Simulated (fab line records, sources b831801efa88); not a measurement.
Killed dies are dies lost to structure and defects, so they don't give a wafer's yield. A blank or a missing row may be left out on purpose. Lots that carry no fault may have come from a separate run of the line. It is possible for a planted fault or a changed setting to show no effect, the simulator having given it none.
The tool behind it: which one? / flow gf180mcu / 15 lots with 43 wafers sampled at 2 steps, on a route of 602 steps

WHAT EACH GAUGE READ, for each wafer
GF_HV_LDD_CD_MEAS_07: target cd 400 nm.
lot=L678; measured=day 9 23:46; on=cdSem-02; cdNm (nm)=400.0 399.9 400.0
lot=L680; measured=day 10 18:40; on=cdSem-01; cdNm (nm)=399.7 400.7 400.3
lot=L681; measured=day 11 02:16; on=cdSem-01; cdNm (nm)=395.3 396.1 395.9
lot=L683; measured=day 11 17:21; on=cdSem-01; cdNm (nm)=404.9 404.8 404.3
lot=L684; measured=day 11 21:57; on=cdSem-01; cdNm (nm)=399.7 399.2 400.3
lot=L686; measured=day 12 15:14; on=cdSem-02; cdNm (nm)=398.9 400.7 398.8
lot=L687; measured=day 12 17:55; on=cdSem-02; cdNm (nm)=402.3 401.3 397.8
lot=L688; measured=day 13 02:11; on=cdSem-01; cdNm (nm)=400.6 400.5 400.3
lot=L689; measured=day 13 07:29; on=cdSem-02; cdNm (nm)=398.3 399.3 400.4
lot=L690; measured=day 13 14:47; on=cdSem-02; cdNm (nm)=401.1 400.7 400.2
lot=L691; measured=day 13 21:30; on=cdSem-01; cdNm (nm)=400.2 399.8 397.9
lot=L692; measured=day 14 12:27; on=cdSem-01; cdNm (nm)=400.3 400.2 400.4
lot=L693; measured=day 14 19:17; on=cdSem-01; cdNm (nm)=333.4 332.0
lot=L694; measured=day 14 21:09; on=cdSem-02; cdNm (nm)=399.4 330.7
lot=L697; measured=day 16 00:32; on=cdSem-01; cdNm (nm)=335.3 335.0 399.6

TOOL THAT RAN EACH LOT (tool first, then ch and the chambers of the sampled wafers, then the start)
lot=L678; GF_HV_LDD_DEVELOP_06=lithoTrack-01 ch 0, day 9 23:37
lot=L680; GF_HV_LDD_DEVELOP_06=lithoTrack-01 ch 0, day 10 18:31
lot=L681; GF_HV_LDD_DEVELOP_06=lithoTrack-01 ch 0, day 11 02:01
lot=L683; GF_HV_LDD_DEVELOP_06=lithoTrack-01 ch 0, day 11 17:13
lot=L684; GF_HV_LDD_DEVELOP_06=lithoTrack-03 ch 0, day 11 21:43
lot=L686; GF_HV_LDD_DEVELOP_06=lithoTrack-02 ch 0, day 12 15:05
lot=L687; GF_HV_LDD_DEVELOP_06=lithoTrack-01 ch 0, day 12 17:46
lot=L688; GF_HV_LDD_DEVELOP_06=lithoTrack-02 ch 0, day 13 02:02
lot=L689; GF_HV_LDD_DEVELOP_06=lithoTrack-02 ch 0, day 13 07:20
lot=L690; GF_HV_LDD_DEVELOP_06=lithoTrack-02 ch 0, day 13 14:38
lot=L691; GF_HV_LDD_DEVELOP_06=lithoTrack-01 ch 0, day 13 21:21
lot=L692; GF_HV_LDD_DEVELOP_06=lithoTrack-01 ch 0, day 14 12:18
lot=L693; GF_HV_LDD_DEVELOP_06=lithoTrack-01 ch 0, day 14 19:09
lot=L694; GF_HV_LDD_DEVELOP_06=lithoTrack-01 ch 0, day 14 21:00
lot=L697; GF_HV_LDD_DEVELOP_06=lithoTrack-01 ch 0, day 16 00:24
- GF_HV_LDD_DEVELOP_06: develop time 60 s.

WHAT THE TOOLS THEMSELVES READ (means of the sampled wafers that have a number; where no wafer has one, the mark that the record gives instead)
The record holds no such reading with a usual standard deviation.

THE ANSWER, worked out from the rows above alone
Rule: the usual values come from the lots themselves. The widest of any qualifying gaps counts: lots, ordered by their means at a reading, are off when they make up no more than a third of the lots, leave a main group of 4 or more, and stand apart from it by 3 or more times the standard deviation of that group's means. Not used: any main group whose means are identical at the precision the tables above print for the reading. A lot without any number at a reading at which 4 lots or more have one is off too. Where the step has rows for the other lots, those lots are counted as sound. Order of review: gauges by route order, followed by the tools' own readings, for which a lot's mean as printed above is used. The first step at which some lot is off is used, and at that step the reading that is off furthest; a lot without a number counts as furthest.
Off: L693, L694, L697 (GF_HV_LDD_CD_MEAS_07, cdNm). The main group: mean 400.0 nm, standard deviation 1.9.
A tool fits if, at a process step before that reading, it ran every lot that is off, and no sound lot after the first of them. Those tools and the gauges at GF_HV_LDD_CD_MEAS_07 are tried in the same way. One fits: GF_HV_LDD_DEVELOP_06 on lithoTrack-01. Its last sound lot is L692 (day 14 12:18), its first lot that is off L693 (day 14 19:09): a fault that began between those two fits.

WHAT HAD BEEN PUT IN BY THE SIMULATOR
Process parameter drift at GF_HV_LDD_DEVELOP_06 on lithoTrack-01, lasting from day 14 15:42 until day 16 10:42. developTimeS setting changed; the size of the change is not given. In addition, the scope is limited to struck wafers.
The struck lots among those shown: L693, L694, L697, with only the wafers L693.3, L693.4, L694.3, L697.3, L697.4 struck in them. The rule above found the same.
